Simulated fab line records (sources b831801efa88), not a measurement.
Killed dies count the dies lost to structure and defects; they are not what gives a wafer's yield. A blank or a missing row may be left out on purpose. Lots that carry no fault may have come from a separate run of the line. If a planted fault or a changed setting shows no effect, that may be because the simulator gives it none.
Chamber matching    flow gf180mcu    4 sister chambers for GF_V5_ETCH_16 on rie diel-01
The step etches BARC in N2/H2. 14 wafers are shown with their chamber, then 7 later ones without.

== WAFERS PAIRED WITH THEIR CHAMBERS ==
wafer   chamber  drypump motor current A (A)  throttle valve pct (%)  oes product au (a.u.)
L513.4  1        5.5                          13.225                  0.850
L513.5  2        5.0                          13.221                  0.853
L513.6  1        5.5                          13.242                  0.849
L514.1  1        5.5                          13.230                  0.851
L514.2  0        5.7                          13.215                  0.851
L514.4  3        5.5                          13.227                  0.856
L517.3  1        5.5                          13.228                  0.859
L517.4  3        5.6                          13.231                  0.855
L517.6  3        5.6                          13.225                  0.847
L518.2  2        5.0                          13.227                  0.853
L518.3  0        5.7                          13.225                  0.858
L518.4  3        5.5                          13.246                  0.858
L519.1  0        5.7                          13.226                  0.858
L519.3  3        5.6                          13.223                  0.851

SIGNATURES (means of the wafers above)
reading                  chamber 0  chamber 1  chamber 2  chamber 3  scatter within a chamber
drypump motor current A  5.700      5.500      5.000      5.560      0.0346
throttle valve pct       13.22200   13.23125   13.22400   13.23040   0.00773
oes product au           0.85567    0.85225    0.85300    0.85340    0.00415
Rule: a wafer lies at a distance from a chamber equal to the root of the sum of squares, over the readings, of (its reading less the chamber's mean, divided by the reading's scatter). The wafer belongs to the nearest chamber; if the next one is less than 2 further off, it can't be placed. How the scatter is found: for the shown wafers, subtract from each reading the mean of its chamber, square and add these, divide the total by (wafers less chambers), then take the root.

== WAFERS MISSING THEIR CHAMBER ==
wafer   drypump motor current A (A)  throttle valve pct (%)  oes product au (a.u.)
L519.4  5.5                          13.236                  0.849
L520.1  5.0                          13.227                  0.851
L520.4  5.6                          13.232                  0.856
L520.5  5.6                          13.211                  0.859
L522.1  5.7                          13.225                  0.851
L522.2  5.0                          13.230                  0.852
L522.3  5.6                          13.230                  0.856

== WHICH CHAMBER EACH ONE RAN IN ==
wafer   from the rows above           in truth
L519.4  can't be placed: 1 or 3       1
L520.1  2                             2
L520.4  can't be placed: 3 or 1 or 0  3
L520.5  can't be placed: 3 or 0 or 1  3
L522.1  0                             0
L522.2  2                             2
L522.3  can't be placed: 3 or 1 or 0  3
Placed correctly: 3 of 7. Can't be placed from these rows: 4 (the true chamber is among the candidates in 4). 0 placed wrongly.
